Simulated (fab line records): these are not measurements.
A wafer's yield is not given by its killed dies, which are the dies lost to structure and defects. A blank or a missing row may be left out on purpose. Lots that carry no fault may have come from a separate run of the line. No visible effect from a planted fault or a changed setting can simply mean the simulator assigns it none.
Which tool was responsible?    flow sky130    7 lots, 21 wafers sampled, at 2 steps of a route of 708

WHAT THE GAUGES SHOWED, per wafer
SKY_VIA2_THK_MEAS_01.
lot   measured      on             VIA2_HDPCVD_THK (nm)
L741  day 35 08:30  film-metro-01  1178 1208 1189
L743  day 36 04:33  film-metro-04  1189 1209 1219
L747  day 37 17:16  film-metro-01  1161 1175 1191
L749  day 38 02:35  film-metro-04  1182 1197 1194
L755  day 39 21:16  film-metro-01  1171 1168 1155
L757  day 40 13:48  film-metro-02  461 441 447
L761  day 41 18:47  film-metro-04  1177 1171 1170

TOOL THAT RAN EACH LOT (tool first, then ch and the chambers of the sampled wafers, then the start)
lot   SKY_VIA2_HDPCVD_00
L741  hdpcvd-01 ch 0,1,2, day 35 08:22
L743  hdpcvd-01 ch 1,2, day 36 04:26
L747  hdpcvd-02 ch 0,1, day 37 17:07
L749  hdpcvd-01 ch 0,1, day 38 02:28
L755  hdpcvd-02 ch 0,1, day 39 21:08
L757  hdpcvd-01 ch 0,2, day 40 13:41
L761  hdpcvd-02 ch 0,1,2, day 41 18:42
- SKY_VIA2_HDPCVD_00: deposits SiO2, target thk 1180 nm, time 196.7 s.

THE ANSWER, worked out from the rows above alone
Rule: usual is defined by the lots themselves. The widest of any qualifying gaps counts: lots, ordered by their means at a reading, are off when they make up no more than a third of the lots, leave a main group of 4 or more, and stand apart from it by 3 or more times the standard deviation of that group's means. If all means in a main group match to the digits the tables above print for the reading, that group is not used. A lot without any number at a reading at which 4 lots or more have one is off too. Where the step has rows for the other lots, those lots are counted as sound.
Off: L757, at SKY_VIA2_THK_MEAS_01 (VIA2_HDPCVD_THK). Mean 1184 nm and standard deviation 14 in the main group.
A tool fits if, at a process step before that reading, it ran every lot that is off, and no sound lot after the first of them. The gauges at SKY_VIA2_THK_MEAS_01 are tried like those tools. This does not decide it: 2 tools fit, namely hdpcvd-01 at SKY_VIA2_HDPCVD_00 and film-metro-02 at SKY_VIA2_THK_MEAS_01.

WHAT WAS PUT IN BY THE SIMULATOR
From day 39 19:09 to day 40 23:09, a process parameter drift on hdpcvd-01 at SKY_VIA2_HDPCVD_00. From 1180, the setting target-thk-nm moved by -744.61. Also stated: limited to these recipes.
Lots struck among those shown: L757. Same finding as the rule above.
